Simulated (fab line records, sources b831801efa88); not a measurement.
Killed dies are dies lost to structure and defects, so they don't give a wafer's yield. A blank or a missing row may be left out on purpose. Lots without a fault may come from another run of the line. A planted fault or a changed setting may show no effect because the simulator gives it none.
fab line records | flow sky130 | part 1 of 2: steps 1 to 31 of 43
record lots=5 wafers=15 last_day=49
route steps=708 shown VT_ADJUST_NCORE@127 VT_ADJUST_HVTR@131 VT_ADJUST_PCH@143 SONOS_TUNNEL@154 SONOS_ONO@168
lots that met no fault: from a run of the same line without faults
start_h: hours from the record's first day to the start of the lot's first wafer shown | wait_h: hours since the lot's step before | " the same as in the row above | L1.1+2: a row that stands for several wafers | - no value, or no start given | * or withheld: withheld | < > ~ a bound
route shown NAME@n: a module of which the file shows steps, and the number in the route of the first | usual: mean/standard deviation of fault-free wafers | same: alike in all rows | chamber/n: place in a boat | sites: the reading at each site | _std_site: their standard deviation | _edge_site: outer sites' mean less inner sites' | radius_mm: how far each site lies from the wafer's centre | mask NAME#n: copy n | behind: the tool/chamber that last shaped the wafer | hold: why the lot was held/for how many hours/how that ended | device: the transistor (n, p or np) that didn't switch | end of line: the same wafers' tests at the end of the route | a step without rows: its recipe alone | killed: dies lost to structure and defects at the first sort, not the wafer's yield | map: a wafer's dies, x killed, . not, _ none there
set.NAME: the setting as run; set.NAME@STEP: as run at that earlier step | model.NAME: the simulator's own value behind a step, which no gauge read
lots at some steps of the route; a table a step, a row a wafer
services: from which hour (start_h, from the record's first day; less than 0 if before it) a tool's chamber was out of use, for how many hours, and why
## steps
# step SKY_VT_ADJUST_NCORE_OVL_MEAS_08
# usual VT_ADJUST_NCORE_OVL=0.6/1.6
# columns lot.wafer tool chamber start_h wait_h VT_ADJUST_NCORE_OVL[nm]
L081.2 overlay-02 - 229.36 0.1 2.0
L081.4 " - " " -0.4
L081.6 " - " " -0.2
L085.1 overlay-02 - 254.75 0.1 1.2
L085.4 " - " " 0.7
L085.6 " - " " 1.0
L086.2 overlay-01 - 261.51 0.1 2.4
L086.3 " - " " 1.2
L086.4 " - " " 2.3
L090.2 overlay-01 - 288.96 0.1 2.1
L090.4 " - " " 0.5
L090.5 " - " " 0.9
L091.1 overlay-02 - 296.11 0.1 2.7
L091.2 " - " " 3.1
L091.5 " - " " 1.1
# step SKY_VT_ADJUST_NCORE_IMPLANT_09
# recipe species=B energy_kev=10 dose_cm2=2.4e+12 tilt_deg=withheld
# columns lot.wafer tool chamber start_h wait_h
L081.2+4+6 implanter-04 0 229.42 0.0
L085.1+4+6 implanter-04 0 254.78 0.0
L086.2+3+4 implanter-03 0 261.56 0.0
L090.2+4+5 implanter-04 0 289.01 0.0
L091.1+2+5 implanter-04 0 296.14 0.0
# step SKY_VT_ADJUST_NCORE_STRIP_10
# recipe chemistry=O2/N2 power_w=1400 pressure_mtorr=1500 platen_temp_c=withheld o2_flow_sccm=3000 n2_flow_sccm=300 overash_fraction=0.5
# usual drypump_motor_current_A=5.7/0.33 oes_product_au=0.715/0.0044 strip_time_to_endpoint_s=14.17/0.04
# columns lot.wafer tool chamber start_h wait_h drypump_motor_current_A oes_product_au rf_hours_counter_h strip_time_to_endpoint_s
L081.2 plasma_asher-03 1 229.54 0.1 5.2 0.715 43 14.17
L081.4 " 0 " " 6.2 0.712 - 14.19
L081.6 " 0 " " 6.2 0.718 - 14.16
L085.1 plasma_asher-04 0 254.93 0.1 5.7 0.712 57 14.16
L085.4 " 1 " " 5.7 0.714 - 14.19
L085.6 " 1 " " 5.7 0.724 - 14.13
L086.2 plasma_asher-03 0 261.69 0.1 6.2 0.719 46 14.19
L086.3 " 0 " " 6.2 0.719 - 14.29
L086.4 " 1 " " 5.1 0.716 - 14.21
L090.2 plasma_asher-04 0 289.14 0.1 5.7 0.720 61 14.21
L090.4 " 1 " " 5.7 0.710 - 14.18
L090.5 " 0 " " 5.7 0.722 - 14.21
L091.1 plasma_asher-03 1 296.29 0.1 5.2 0.714 49 14.15
L091.2 " 0 " " 6.2 0.715 49 14.09
L091.5 " 1 " " 5.2 0.722 - 14.17
# step SKY_VT_ADJUST_NCORE_TW_MEAS_11
# usual VT_ADJUST_NCORE_TW=220.5/2
# columns lot.wafer tool chamber start_h wait_h VT_ADJUST_NCORE_TW
L081.2 film_metro-01 - 229.65 0.1 217.4
L081.4 " - " " 218.1
L081.6 " - " " 216.5
L085.1 film_metro-04 - 255.03 0.1 222.1
L085.4 " - " " 222.0
L085.6 " - " " 223.9
L086.2 film_metro-04 - 261.80 0.1 223.7
L086.3 " - " " 222.2
L086.4 " - " " 221.8
L090.2 film_metro-01 - 289.25 0.1 222.1
L090.4 " - " " 220.4
L090.5 " - " " 221.2
L091.1 film_metro-01 - 296.39 0.1 221.1
L091.2 " - " " 221.0
L091.5 " - " " 222.4
# step SKY_VT_ADJUST_HVTR_DEHYDRATE_00
# recipe temp_c=200 time_s=60
# columns lot.wafer tool chamber start_h wait_h
L081.2+4+6 litho_track-03 0 239.70 10.0
L085.1+4+6 litho_track-02 0 265.34 10.3
L086.2+3+4 litho_track-02 0 272.46 10.7
L090.2+4+5 litho_track-03 0 300.40 11.1
L091.1+2+5 litho_track-02 0 308.04 11.6
# step SKY_VT_ADJUST_HVTR_HMDS_01
# recipe prime_time_s=60 prime_temp_c=120
# columns lot.wafer tool chamber start_h wait_h
L081.2+4+6 litho_track-03 0 239.85 0.1
L085.1+4+6 litho_track-02 0 265.49 0.1
L086.2+3+4 litho_track-02 0 272.61 0.1
L090.2+4+5 litho_track-03 0 300.55 0.1
L091.1+2+5 litho_track-02 0 308.19 0.1
# step SKY_VT_ADJUST_HVTR_COAT_02
# recipe resist=NOVOLAK spin_rpm=3000 resist_thk_nm=1140
# usual dispense_pressure_kPa=48.1/1.4 spin_speed_rpm=2999.7/1.7
# columns lot.wafer tool chamber start_h wait_h dispense_pressure_kPa spin_speed_rpm
L081.2 litho_track-03 0 240.00 0.1 47.1 3001.0
L081.4 " 0 " " 47.1 3001.3
L081.6 " 0 " " 47.0 3000.6
L085.1 litho_track-02 0 265.64 0.1 47.9 2997.2
L085.4 " 0 " " 47.9 3000.0
L085.6 " 0 " " 47.9 2996.1
L086.2 litho_track-02 0 272.76 0.1 47.9 2999.8
L086.3 " 0 " " 48.0 2998.8
L086.4 " 0 " " 47.9 2998.5
L090.2 litho_track-03 0 300.70 0.1 47.1 2998.9
L090.4 " 0 " " 47.0 3004.2
L090.5 " 0 " " 47.1 3000.5
L091.1 litho_track-02 0 308.34 0.1 48.0 2999.5
L091.2 " 0 " " 47.9 3001.1
L091.5 " 0 " " 48.0 2998.8
# step SKY_VT_ADJUST_HVTR_SOFTBAKE_03
# recipe temp_c=90 time_s=60 resist=NOVOLAK
# columns lot.wafer tool chamber start_h wait_h
L081.2+4+6 litho_track-03 0 240.15 0.1
L085.1+4+6 litho_track-02 0 265.79 0.1
L086.2+3+4 litho_track-02 0 272.91 0.1
L090.2+4+5 litho_track-03 0 300.85 0.1
L091.1+2+5 litho_track-02 0 308.49 0.1
# step SKY_VT_ADJUST_HVTR_EXPOSE_04
# recipe mask_id=HVTRM target_cd_nm=380 na=0.6 source_shape=conventional sigma_outer=0.6 dose_mj=150
# usual stage_vel_mm_s=500.00/0.26
# columns lot.wafer tool chamber start_h wait_h mask stage_vel_mm_s
L081.2 iline_stepper-02 0 - - HVTRM#0 500.05
L081.4 " 0 " " HVTRM#0 499.75
L081.6 " 0 " " HVTRM#0 499.91
L085.1 iline_stepper-01 0 - - HVTRM#0 499.64
L085.4 " 0 " " HVTRM#0 500.08
L085.6 " 0 " " HVTRM#0 499.89
L086.2 iline_stepper-02 0 - - HVTRM#0 499.97
L086.3 " 0 " " HVTRM#0 500.08
L086.4 " 0 " " HVTRM#0 500.21
L090.2 iline_stepper-02 0 - - HVTRM#0 500.13
L090.4 " 0 " " HVTRM#0 499.91
L090.5 " 0 " " HVTRM#0 500.42
L091.1 iline_stepper-01 0 - - HVTRM#0 500.19
L091.2 " 0 " " HVTRM#0 500.12
L091.5 " 0 " " HVTRM#0 500.28
# step SKY_VT_ADJUST_HVTR_PEB_05
# recipe temp_c=withheld time_s=* resist=NOVOLAK
# columns lot.wafer tool chamber start_h wait_h
L081.2+4+6 litho_track-02 0 - -
L085.1+4+6 litho_track-02 0 - -
L086.2+3+4 litho_track-01 0 - -
L090.2+4+5 litho_track-01 0 - -
L091.1+2+5 litho_track-01 0 - -
# step SKY_VT_ADJUST_HVTR_DEVELOP_06
# recipe develop_time_s=60 dev_temp_c=23
# columns lot.wafer tool chamber start_h wait_h
L081.2+4+6 litho_track-02 0 250.91 0.1
L085.1+4+6 litho_track-02 0 277.44 0.1
L086.2+3+4 litho_track-01 0 284.86 0.1
L090.2+4+5 litho_track-01 0 312.81 0.1
L091.1+2+5 litho_track-01 0 321.09 0.1
# step SKY_VT_ADJUST_HVTR_CD_MEAS_07
# recipe target_cd_nm=380
# usual cd_nm=380.3/2.2
# columns lot.wafer tool chamber start_h wait_h cd_nm
L081.2 cd_sem-01 - 251.06 0.1 378.9
L081.4 " - " " 382.6
L081.6 " - " " 378.2
L085.1 cd_sem-01 - 277.59 0.1 381.6
L085.4 " - " " 379.9
L085.6 " - " " 380.6
L086.2 cd_sem-02 - 285.01 0.1 383.9
L086.3 " - " " 383.9
L086.4 " - " " 382.0
L090.2 cd_sem-01 - 312.96 0.1 380.5
L090.4 " - " " 383.1
L090.5 " - " " 378.8
L091.1 cd_sem-02 - 321.24 0.1 379.3
L091.2 " - " " 378.8
L091.5 " - " " 382.4
# step SKY_VT_ADJUST_HVTR_OVL_MEAS_08
# usual VT_ADJUST_HVTR_OVL=0.5/1.5
# columns lot.wafer tool chamber start_h wait_h VT_ADJUST_HVTR_OVL[nm]
L081.2 overlay-01 - 251.16 0.1 -0.4
L081.4 " - " " -0.4
L081.6 " - " " -0.7
L085.1 overlay-02 - 277.71 0.1 1.1
L085.4 " - " " 0.4
L085.6 " - " " 1.5
L086.2 overlay-01 - 285.11 0.1 -0.2
L086.3 " - " " 1.3
L086.4 " - " " 0.7
L090.2 overlay-02 - 313.06 0.1 0.9
L090.4 " - " " -0.6
L090.5 " - " " 0.7
L091.1 overlay-01 - 321.36 0.1 1.5
L091.2 " - " " 1.5
L091.5 " - " " 3.2
# step SKY_VT_ADJUST_HVTR_IMPLANT_09
# recipe species=B energy_kev=10 dose_cm2=2.1e+12 tilt_deg=withheld
# columns lot.wafer tool chamber start_h wait_h
L081.2+4+6 implanter-01 0 251.22 0.0
L085.1+4+6 implanter-02 0 277.74 0.0
L086.2+3+4 implanter-01 0 285.17 0.0
L090.2+4+5 implanter-01 0 313.12 0.0
L091.1+2+5 implanter-03 0 321.39 0.0
# step SKY_VT_ADJUST_HVTR_STRIP_10
# recipe chemistry=O2/N2 power_w=1400 pressure_mtorr=1500 platen_temp_c=withheld o2_flow_sccm=3000 n2_flow_sccm=300 overash_fraction=0.5
# usual drypump_motor_current_A=5.73/0.22 oes_product_au=0.715/0.0041 strip_time_to_endpoint_s=14.16/0.041
# columns lot.wafer tool chamber start_h wait_h drypump_motor_current_A oes_product_au rf_hours_counter_h strip_time_to_endpoint_s
L081.2 plasma_asher-04 0 251.34 0.1 5.69 0.716 57 14.15
L081.4 " 0 " " 5.65 0.715 - 14.17
L081.6 " 0 " " 5.66 0.712 - 14.12
L085.1 plasma_asher-04 1 277.89 0.1 5.71 0.720 59 14.16
L085.4 " 0 " " 5.70 0.721 - 14.14
L085.6 " 1 " " 5.72 0.716 - 14.16
L086.2 plasma_asher-01 0 285.29 0.1 5.70 0.719 57 14.08
L086.3 " 1 " " 5.90 0.710 - 14.11
L086.4 " 0 " " 5.72 0.713 - 14.15
L090.2 plasma_asher-01 1 313.24 0.1 5.92 0.713 60 14.08
L090.4 " 1 " " 5.93 0.712 - 14.10
L090.5 " 0 " " 5.73 0.710 - 14.10
L091.1 plasma_asher-04 0 321.54 0.1 5.68 0.713 64 14.17
L091.2 " 1 " " 5.72 0.717 64 14.12
L091.5 " 0 " " 5.66 0.714 - 14.13
# step SKY_VT_ADJUST_HVTR_TW_MEAS_11
# usual VT_ADJUST_HVTR_TW=213.1/0.86
# columns lot.wafer tool chamber start_h wait_h VT_ADJUST_HVTR_TW
L081.2 film_metro-04 - 251.45 0.1 214.8
L081.4 " - " " 214.8
L081.6 " - " " 214.7
L085.1 film_metro-03 - 277.99 0.1 213.3
L085.4 " - " " 213.2
L085.6 " - " " 213.7
L086.2 film_metro-02 - 285.40 0.1 213.3
L086.3 " - " " 213.4
L086.4 " - " " 212.5
L090.2 film_metro-03 - 313.35 0.1 212.6
L090.4 " - " " 213.3
L090.5 " - " " 214.5
L091.1 film_metro-03 - 321.64 0.1 213.2
L091.2 " - " " 214.7
L091.5 " - " " 214.2
# step SKY_VT_ADJUST_PCH_DEHYDRATE_00
# recipe temp_c=200 time_s=60
# columns lot.wafer tool chamber start_h wait_h
L081.2+4+6 litho_track-01 0 261.66 10.2
L085.1+4+6 litho_track-03 0 289.42 11.4
L086.2+3+4 litho_track-01 0 297.31 11.9
L090.2+4+5 litho_track-04 0 324.96 11.6
L091.1+2+5 litho_track-04 0 332.33 10.7
# step SKY_VT_ADJUST_PCH_HMDS_01
# recipe prime_time_s=60 prime_temp_c=120
# columns lot.wafer tool chamber start_h wait_h
L081.2+4+6 litho_track-01 0 261.81 0.1
L085.1+4+6 litho_track-03 0 289.57 0.1
L086.2+3+4 litho_track-01 0 297.46 0.1
L090.2+4+5 litho_track-04 0 325.11 0.1
L091.1+2+5 litho_track-04 0 332.48 0.1
# step SKY_VT_ADJUST_PCH_COAT_02
# recipe spin_rpm=2000 resist_thk_nm=3000
# usual dispense_pressure_kPa=49.0/1.7 spin_speed_rpm=1999.8/1.3
# columns lot.wafer tool chamber start_h wait_h dispense_pressure_kPa spin_speed_rpm
L081.2 litho_track-01 0 261.96 0.1 51.1 2001.2
L081.4 " 0 " " 51.0 2003.0
L081.6 " 0 " " 51.1 2001.3
L085.1 litho_track-03 0 289.72 0.1 47.1 1998.5
L085.4 " 0 " " 47.1 1999.1
L085.6 " 0 " " 47.1 1998.4
L086.2 litho_track-01 0 297.61 0.1 51.1 2001.2
L086.3 " 0 " " 51.1 2002.1
L086.4 " 0 " " 51.1 2000.8
L090.2 litho_track-04 0 325.26 0.1 49.6 1998.3
L090.4 " 0 " " 49.6 1999.0
L090.5 " 0 " " 49.6 1999.9
L091.1 litho_track-04 0 332.63 0.1 49.6 1999.2
L091.2 " 0 " " 49.6 1996.7
L091.5 " 0 " " 49.7 2000.6
# step SKY_VT_ADJUST_PCH_SOFTBAKE_03
# recipe temp_c=110 time_s=withheld
# columns lot.wafer tool chamber start_h wait_h
L081.2+4+6 litho_track-01 0 262.12 0.1
L085.1+4+6 litho_track-03 0 289.87 0.1
L086.2+3+4 litho_track-01 0 297.77 0.1
L090.2+4+5 litho_track-04 0 325.42 0.1
L091.1+2+5 litho_track-04 0 332.78 0.1
# step SKY_VT_ADJUST_PCH_EXPOSE_04
# recipe mask_id=NWM na=0.6 source_shape=conventional sigma_outer=0.6 polarization=unpolarized target_cd_nm=840 dose_mj=255
# usual stage_vel_mm_s=499.99/0.24
# columns lot.wafer tool chamber start_h wait_h mask stage_vel_mm_s
L081.2 iline_stepper-02 0 - - NWM#0 499.78
L081.4 " 0 " " NWM#0 499.93
L081.6 " 0 " " NWM#0 499.83
L085.1 iline_stepper-02 0 - - NWM#0 499.87
L085.4 " 0 " " NWM#0 499.86
L085.6 " 0 " " NWM#0 500.13
L086.2 iline_stepper-02 0 - - NWM#0 499.95
L086.3 " 0 " " NWM#0 500.24
L086.4 " 0 " " NWM#0 499.63
L090.2 iline_stepper-02 0 - - NWM#0 499.75
L090.4 " 0 " " NWM#0 500.19
L090.5 " 0 " " NWM#0 499.68
L091.1 iline_stepper-01 0 - - NWM#0 499.83
L091.2 " 0 " " NWM#0 500.02
L091.5 " 0 " " NWM#0 499.69
# step SKY_VT_ADJUST_PCH_PEB_05
# recipe temp_c=115 time_s=withheld
# columns lot.wafer tool chamber start_h wait_h
L081.2+4+6 litho_track-04 0 - -
L085.1+4+6 litho_track-04 0 - -
L086.2+3+4 litho_track-01 0 - -
L090.2+4+5 litho_track-01 0 - -
L091.1+2+5 litho_track-04 0 - -
# step SKY_VT_ADJUST_PCH_DEVELOP_06
# recipe wall_angle_deg=90 developer=TMAH develop_time_s=60 dev_temp_c=23
# columns lot.wafer tool chamber start_h wait_h
L081.2+4+6 litho_track-04 0 - -
L085.1+4+6 litho_track-04 0 - -
L086.2+3+4 litho_track-01 0 - -
L090.2+4+5 litho_track-01 0 - -
L091.1+2+5 litho_track-04 0 - -
# step SKY_VT_ADJUST_PCH_OVL_MEAS_07
# usual VT_ADJUST_PCH_OVL=2.1/1.3
# columns lot.wafer tool chamber start_h wait_h VT_ADJUST_PCH_OVL[nm]
L081.2 overlay-02 - 273.99 - 2.7
L081.4 " - " " 2.4
L081.6 " - " " 4.0
L085.1 overlay-02 - 302.23 - 3.4
L085.4 " - " " 0.8
L085.6 " - " " 2.9
L086.2 overlay-02 - 309.79 - 3.6
L086.3 " - " " 3.0
L086.4 " - " " 2.9
L090.2 overlay-01 - 338.84 - 2.6
L090.4 " - " " 2.4
L090.5 " - " " 1.0
L091.1 overlay-02 - 346.83 - 2.1
L091.2 " - " " 3.2
L091.5 " - " " 2.5
# step SKY_VT_ADJUST_PCH_IMPLANT_08
# recipe species=B energy_kev=10 dose_cm2=5e+11 tilt_deg=withheld
# columns lot.wafer tool chamber start_h wait_h
L081.2+4+6 implanter-03 0 274.04 0.0
L085.1+4+6 implanter-03 0 302.27 0.0
L086.2+3+4 implanter-04 0 310.04 0.2
L090.2+4+5 implanter-03 0 338.90 0.0
L091.1+2+5 implanter-03 0 346.87 0.0
# step SKY_VT_ADJUST_PCH_STRIP_09
# recipe chemistry=O2/N2 power_w=1400 pressure_mtorr=1500 platen_temp_c=withheld o2_flow_sccm=3000 n2_flow_sccm=300 overash_fraction=0.5
# usual drypump_motor_current_A=5.7/0.4 oes_product_au=0.722/0.0045 strip_time_to_endpoint_s=36.88/0.1
# columns lot.wafer tool chamber start_h wait_h drypump_motor_current_A oes_product_au rf_hours_counter_h strip_time_to_endpoint_s
L081.2 plasma_asher-04 0 274.17 0.1 5.7 0.725 59 36.87
L081.4 " 0 " " 5.7 0.716 - 36.89
L081.6 " 1 " " 5.7 0.728 - 36.83
L085.1 plasma_asher-02 0 302.42 0.1 5.3 0.723 18 36.78
L085.4 " 1 " " 6.1 0.725 - 36.82
L085.6 " 1 " " 6.1 0.726 - 36.84
L086.2 plasma_asher-03 1 310.17 0.1 5.1 0.724 50 36.93
L086.3 " 1 " " 5.2 0.724 - 36.99
L086.4 " 0 " " 6.2 0.728 - 37.02
L090.2 plasma_asher-03 0 339.02 0.1 6.2 0.719 53 36.85
L090.4 " 1 " " 5.2 0.732 - 36.92
L090.5 " 0 " " 6.2 0.724 - 36.85
L091.1 plasma_asher-03 0 347.02 0.1 6.2 0.716 54 36.97
L091.2 " 1 " " 5.2 0.726 54 36.97
L091.5 " 0 " " 6.2 0.719 - 36.84
# step SKY_VT_ADJUST_PCH_TW_MEAS_10
# usual VT_ADJUST_PCH_TW=144.2/0.76
# columns lot.wafer tool chamber start_h wait_h VT_ADJUST_PCH_TW
L081.2 film_metro-03 - 274.28 0.1 143.2
L081.4 " - " " 144.0
L081.6 " - " " 144.6
L085.1 film_metro-03 - 302.52 0.1 144.5
L085.4 " - " " 144.0
L085.6 " - " " 144.2
L086.2 film_metro-04 - 310.28 0.1 144.5
L086.3 " - " " 143.7
L086.4 " - " " 143.4
L090.2 film_metro-01 - 339.13 0.1 143.7
L090.4 " - " " 145.3
L090.5 " - " " 146.0
L091.1 film_metro-04 - 347.12 0.1 144.6
L091.2 " - " " 143.4
L091.5 " - " " 143.8
# step SKY_SONOS_TUNNEL_DEHYDRATE_00
# recipe temp_c=200 time_s=60
# columns lot.wafer tool chamber start_h wait_h
L081.2+4+6 litho_track-04 0 286.11 11.8
L085.1+4+6 litho_track-04 0 314.13 11.6
L086.2+3+4 litho_track-01 0 321.86 11.6
L090.2+4+5 litho_track-04 0 352.26 13.1
L091.1+2+5 litho_track-01 0 360.34 13.2
# step SKY_SONOS_TUNNEL_HMDS_01
# recipe prime_time_s=60 prime_temp_c=120
# columns lot.wafer tool chamber start_h wait_h
L081.2+4+6 litho_track-04 0 286.26 0.1
L085.1+4+6 litho_track-04 0 314.28 0.1
L086.2+3+4 litho_track-01 0 322.01 0.1
L090.2+4+5 litho_track-04 0 352.41 0.1
L091.1+2+5 litho_track-01 0 360.49 0.1
# step SKY_SONOS_TUNNEL_COAT_02
# recipe resist=NOVOLAK spin_rpm=3000 resist_thk_nm=1140
# usual dispense_pressure_kPa=49.6/1.1 spin_speed_rpm=2999.8/2
# columns lot.wafer tool chamber start_h wait_h dispense_pressure_kPa spin_speed_rpm
L081.2 litho_track-04 0 286.41 0.1 49.6 3003.8
L081.4 " 0 " " 49.6 3002.1
L081.6 " 0 " " 49.6 3004.9
L085.1 litho_track-04 0 314.43 0.1 49.6 2994.2
L085.4 " 0 " " 49.6 2999.4
L085.6 " 0 " " 49.6 2997.1
L086.2 litho_track-01 0 322.16 0.1 51.0 3000.2
L086.3 " 0 " " 51.0 2999.3
L086.4 " 0 " " 51.1 2997.1
L090.2 litho_track-04 0 352.56 0.1 49.6 3002.5
L090.4 " 0 " " 49.6 2997.8
L090.5 " 0 " " 49.6 3000.1
L091.1 litho_track-01 0 360.64 0.1 51.0 3003.3
L091.2 " 0 " " 51.1 2999.0
L091.5 " 0 " " 51.1 2997.3
# step SKY_SONOS_TUNNEL_SOFTBAKE_03
# recipe temp_c=90 time_s=60 resist=NOVOLAK
# columns lot.wafer tool chamber start_h wait_h
L081.2+4+6 litho_track-04 0 286.56 0.1
L085.1+4+6 litho_track-04 0 314.58 0.1
L086.2+3+4 litho_track-01 0 322.31 0.1
L090.2+4+5 litho_track-04 0 352.71 0.1
L091.1+2+5 litho_track-01 0 360.79 0.1
